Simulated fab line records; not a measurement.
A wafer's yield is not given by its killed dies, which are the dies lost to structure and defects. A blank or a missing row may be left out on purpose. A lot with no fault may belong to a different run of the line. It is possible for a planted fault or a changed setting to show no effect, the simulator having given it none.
Which tool did it?    flow gf180mcu    12 lots with 36 wafers sampled at 6 steps, on a route of 602 steps

WHAT THE GAUGES READ, wafer by wafer
GF_STI_THK_MEAS_30. Usual: STI_OXIDATION_02_THK 10.00 nm, standard deviation 0.22.
lot   measured     on             STI_OXIDATION_02_THK (nm)  flag
L535  day 2 05:47  film metro-02  10.19 10.35 10.10          
L540  day 3 08:29  film metro-02  10.45 10.27 10.33          
L543  day 4 00:22  film metro-01  10.37 10.28 10.42          
L544  day 4 04:13  film metro-01  9.96 9.99 10.02            
L545  day 4 09:23  film metro-03  10.13 10.26 10.05          
L546  day 4 15:13  film metro-02  9.91 9.94 9.81             
L552  day 5 21:56  film metro-03  9.93 9.85 9.96             
L553  day 6 06:41  film metro-01  9.75 9.52 9.73             
L555  day 6 12:55  film metro-01  9.43 9.82 9.77             
L556  day 6 18:10  film metro-01  9.88 10.16 9.96            
L557  day 7 00:13  film metro-03  9.71 9.78 9.72             
L558  day 7 05:33  film metro-03  9.67 9.67 9.63             

GF_VT_IMPLANT_OVL_MEAS_29. Usual: VT_IMPLANT_02_OVL 0.4 nm, standard deviation 1.4.
lot   measured      on          VT_IMPLANT_02_OVL (nm)  flag
L535  day 6 20:44   overlay-02  -0.4 1.3 0.9            
L540  day 8 07:23   overlay-01  0.9 1.4 0.8             
L543  day 9 01:14   overlay-01  0.4 -0.2 0.7            
L544  day 9 07:38   overlay-01  1.6 1.2 0.4             
L545  day 9 13:02   overlay-02  - - -                   OFF
L546  day 9 19:50   overlay-01  - - -                   OFF
L552  day 11 11:54  overlay-02  -1.1 -0.6 0.7           
L553  day 12 01:08  overlay-02  -0.8 -0.4 0.4           
L555  day 12 06:58  overlay-01  -0.5 0.5 -0.5           
L556  day 12 13:58  overlay-02  1.9 2.2 2.5             
L557  day 12 22:17  overlay-02  -0.4 -1.9 -1.1          
L558  day 13 04:35  overlay-02  -0.8 -0.1 -0.3          

GF_VT_IMPLANT_TW_MEAS_43. Usual: VT_IMPLANT_4_TW 692, standard deviation 4.2.
lot   measured      on             VT_IMPLANT_4_TW  flag
L535  day 7 13:20   film metro-01  695 699 695      
L540  day 9 00:34   film metro-04  694 687 690      
L543  day 9 18:44   film metro-03  692 688 688      
L544  day 10 01:07  film metro-03  698 701 700      
L545  day 10 07:22  film metro-03  709 710 708      OFF
L546  day 10 14:17  film metro-01  700 705 704      
L552  day 12 07:11  film metro-03  692 697 692      
L553  day 12 21:22  film metro-01  697 695 696      
L555  day 13 03:37  film metro-03  692 692 693      
L556  day 13 10:11  film metro-04  683 685 683      
L557  day 13 18:44  film metro-03  693 693 689      
L558  day 14 01:10  film metro-03  694 697 693      

GF_DUAL_GATE_OVL_MEAS_11. Usual: DUAL_GATE_OVL -0.7 nm, standard deviation 1.7.
lot   measured      on          DUAL_GATE_OVL (nm)  flag
L535  day 8 08:44   overlay-01  -2.5 -2.6 -0.6      
L540  day 9 20:43   overlay-02  -3.7 -0.6 -4.8      
L543  day 10 14:50  overlay-02  -1.5 -2.3 -1.0      
L544  day 10 21:49  overlay-02  0.5 1.9 0.0         
L552  day 13 04:59  overlay-01  -0.5 -0.9 -2.9      
L553  day 13 21:13  overlay-01  -2.6 -2.1 -2.6      
L555  day 14 03:28  overlay-01  0.5 -0.4 -1.5       
L556  day 14 09:41  overlay-02  -0.5 -0.5 -0.6      
L557  day 14 18:32  overlay-02  0.8 0.4 1.1         
L558  day 14 23:52  overlay-01  -1.3 -0.4 0.9       

WHAT TOOL EACH LOT RAN ON (gives the tool, then ch and the chambers of the sampled wafers, and finally the start)
lot   GF_STI_CMP_25                 GF_VT_IMPLANT_COAT_24
L535  cmp-02 ch 0,2, day 2 02:47    litho track-04 ch 0, day 6 13:19
L540  cmp-02 ch 0,2,3, day 3 06:11  litho track-02 ch 0, day 7 22:47
L543  cmp-01 ch 1,2, day 3 22:06    litho track-02 ch 0, day 8 17:41
L544  cmp-02 ch 2,3, day 4 01:37    litho track-02 ch 0, day 8 22:56
L545  cmp-01 ch 2,3, day 4 07:07    litho track-04, day 9 04:05
L546  cmp-01 ch 0,1, day 4 12:29    litho track-01, day 9 10:58
L552  cmp-02 ch 0,3, day 5 19:16    litho track-04 ch 0, day 11 02:50
L553  cmp-01 ch 0,1,3, day 6 03:36  litho track-04 ch 0, day 11 15:17
L555  cmp-01 ch 1,2,3, day 6 10:38  litho track-04 ch 0, day 11 21:40
L556  cmp-02 ch 0,1,3, day 6 15:47  litho track-02 ch 0, day 12 04:13
L557  cmp-01 ch 0,3, day 6 21:54    litho track-01 ch 0, day 12 11:59
L558  cmp-01 ch 0,1,3, day 7 03:11  litho track-04 ch 0, day 12 18:14
- GF_STI_CMP_25: polishes, stops on Si3N4, t overpolish 33 s, target thk 524.6 nm.
- GF_VT_IMPLANT_COAT_24: resist thk 1000 nm.

AS READ BY THE TOOLS THEMSELVES (means over the sampled wafers that have a number; for cases with no such wafer, the mark the record gives instead)
GF_STI_CMP_25. Usual: motor current A 12.0 A, standard deviation 1.2; overpolish run s 33.000 s, standard deviation 0.01; retaining ring pressure frac 1.000, standard deviation 0.005; time to endpoint s 122 s, standard deviation 4.7.
lot   tool    motor current A (A)  overpolish run s (s)  retaining ring pressure frac  time to endpoint s (s)  flag
L535  cmp-02  11.2                 33.000                1.000                         129                     
L540  cmp-02  10.9                 33.009                0.995                         124                     
L543  cmp-01  12.0                 33.001                1.003                         126                     
L544  cmp-02  10.7                 33.000                1.001                         118                     
L545  cmp-01  13.5                 32.995                0.998                         119                     
L546  cmp-01  12.0                 33.005                1.005                         124                     
L552  cmp-02  10.5                 32.999                1.000                         121                     
L553  cmp-01  13.3                 32.991                1.002                         120                     
L555  cmp-01  13.3                 33.001                1.001                         120                     
L556  cmp-02  10.9                 32.995                0.998                         123                     
L557  cmp-01  13.5                 33.004                1.002                         123                     
L558  cmp-01  13.3                 32.998                1.000                         118                     

GF_VT_IMPLANT_COAT_24. Usual: chill plate temp C 23.00 C, standard deviation 0.095; dispense pressure kPa 50.3 kPa, standard deviation 1.1.
lot   tool            chill plate temp C (C)  dispense pressure kPa (kPa)  flag
L535  litho track-04  22.94                   48.9                         
L540  litho track-02  22.93                   50.6                         
L543  litho track-02  22.94                   50.6                         
L544  litho track-02  23.06                   50.6                         
L545  litho track-04  -                       -                            OFF
L546  litho track-01  -                       -                            OFF
L552  litho track-04  22.96                   48.9                         
L553  litho track-04  22.95                   48.9                         
L555  litho track-04  23.03                   48.9                         
L556  litho track-02  23.00                   50.6                         
L557  litho track-01  23.08                   52.3                         
L558  litho track-04  22.95                   48.8                         

THE ANSWER, worked out from the rows above alone
Rule: a lot counts as off when the mean over its wafers that have a number is more than 3 standard deviations away from the usual mean. Also off: a lot with no number at a reading for which 4 or more lots have one. All remaining lots with rows at the step are treated as sound. After the gauges, taken in route order, come the tools' own readings; for these a lot's mean is taken, as printed above. At the first step where some lot is off, the reading lying furthest off is the one used; lots without a number count as furthest.
Off: L545, L546, seen at GF_VT_IMPLANT_OVL_MEAS_29 (VT_IMPLANT_02_OVL). Without a number there: L545, L546.
A tool fits if, at a process step before that reading, it ran every lot that is off, and no sound lot after the first of them. The gauges at GF_VT_IMPLANT_OVL_MEAS_29 aren't tried: what is off there is off at GF_VT_IMPLANT_COAT_24 too, on other tools, and a gauge's error can't cause that. Of those tried, none fits.

WHAT THE SIMULATOR HAD INSERTED
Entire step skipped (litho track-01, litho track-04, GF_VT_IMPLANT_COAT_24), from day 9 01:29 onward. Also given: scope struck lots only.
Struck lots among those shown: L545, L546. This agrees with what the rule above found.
